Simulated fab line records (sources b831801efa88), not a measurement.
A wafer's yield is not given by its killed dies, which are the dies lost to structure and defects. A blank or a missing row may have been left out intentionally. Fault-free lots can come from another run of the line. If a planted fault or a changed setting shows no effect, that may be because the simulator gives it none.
2 desks looking at one fault | flow gf180mcu | what lay behind the numbers comes last; until then each desk has only its own

== FOR THE TOOL OWNER'S DESK: plasma asher-03 ==
The tool's own readings at GF_PSD_STRIP_10 (strips in O2/N2): means of the sampled wafers that have a number, for each lot that ran on this tool. Any lot whose mean is over 4 standard deviations away from the usual mean is out of limits and marked OUT; that distance is given in the brackets.
Columns: A = drypump motor current A at GF_PSD_STRIP_10, usual 5.5 A; B = heater power w at GF_PSD_STRIP_10, usual 354 W; C = oes product au at GF_PSD_STRIP_10, usual 0.592 a.u.; D = strip time to endpoint s at GF_PSD_STRIP_10, usual 16.53 s
lot  | first seen here | A   | B   | C                | D
L331 | day 14 09:58    | 5.3 | 333 | 0.601            | 16.52
L334 | day 15 19:40    | 5.6 | 372 | 0.590            | 16.50
L336 | day 16 11:04    | 5.6 | 373 | 0.594            | 16.54
L337 | day 17 01:16    | 5.2 | 331 | 0.589            | 16.56
L338 | day 17 22:25    | 5.6 | 371 | 0.592            | 16.59
L343 | day 19 00:25    | 5.6 | 376 | 0.624 (+7.3) OUT | 16.56
L347 | day 20 11:01    | 5.6 | 372 | 0.628 (+8.2) OUT | 16.61
L354 | day 22 18:31    | 6.0 | 407 | 0.587            | 16.48
This desk's verdict: out of limits on L343, L347, starting with L343 at day 19 00:25 (oes product au at GF_PSD_STRIP_10). L331, L334, L336, L337, L338, L354 stayed within limits.

== FROM THE METROLOGY DESK ==
Lot by lot, what the gauges showed, no matter which tool ran the lot: averages of those sampled wafers that carry a number. Any lot whose mean is over 4 standard deviations away from the usual mean is out of limits and marked OUT; that distance is given in the brackets.
Columns: A = CONTACT_W_RS at GF_CONTACT_RS_MEAS_25, usual 0.383 ohm/sq; B = M3_ALCU_RS at GF_M3_RS_MEAS_05, usual 0.0699 ohm/sq
lot  | first seen here | A     | B
L331 | day 16 08:12    | 0.380 | 0.0706
L334 | day 17 20:27    | 0.381 | 0.0698
L333 | day 18 01:30    | 0.377 | 0.0706
L336 | day 18 13:42    | 0.387 | 0.0697
L337 | day 19 03:50    | 0.386 | 0.0707
L338 | day 20 02:24    | 0.380 | 0.0701
L343 | day 21 05:13    | 0.383 | 0.0694
L344 | day 21 09:05    | 0.381 | 0.0714
L345 | day 21 18:07    | 0.384 | 0.0704
L346 | day 22 04:25    | 0.387 | 0.0703
L347 | day 22 14:17    | 0.379 | 0.0704
L353 | day 24 12:10    | 0.381 | 0.0697
L354 | day 24 18:24    | 0.379 | 0.0700
Finding of this desk: none of the 13 lots has anything out of limits.

== TAKEN TOGETHER ==
The tool owner's desk could have raised an alarm at day 19 00:25, on L343, L347.
From the metrology desk's view, nothing was out of limits.
The metrology desk has L343, L347 on record, within its limits.
All the named lots went through GF_PSD_STRIP_10 on plasma asher-03.

== WHAT THE SIMULATOR HAD PUT IN ==
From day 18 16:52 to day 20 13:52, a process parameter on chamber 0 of plasma asher-03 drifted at GF_PSD_STRIP_10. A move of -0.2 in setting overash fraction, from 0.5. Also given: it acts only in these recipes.
Shown lots that were struck: L343, L347.
How many hours passed from the start of the fault until each desk's first out-of-limits reading: the tool owner's desk, 8.
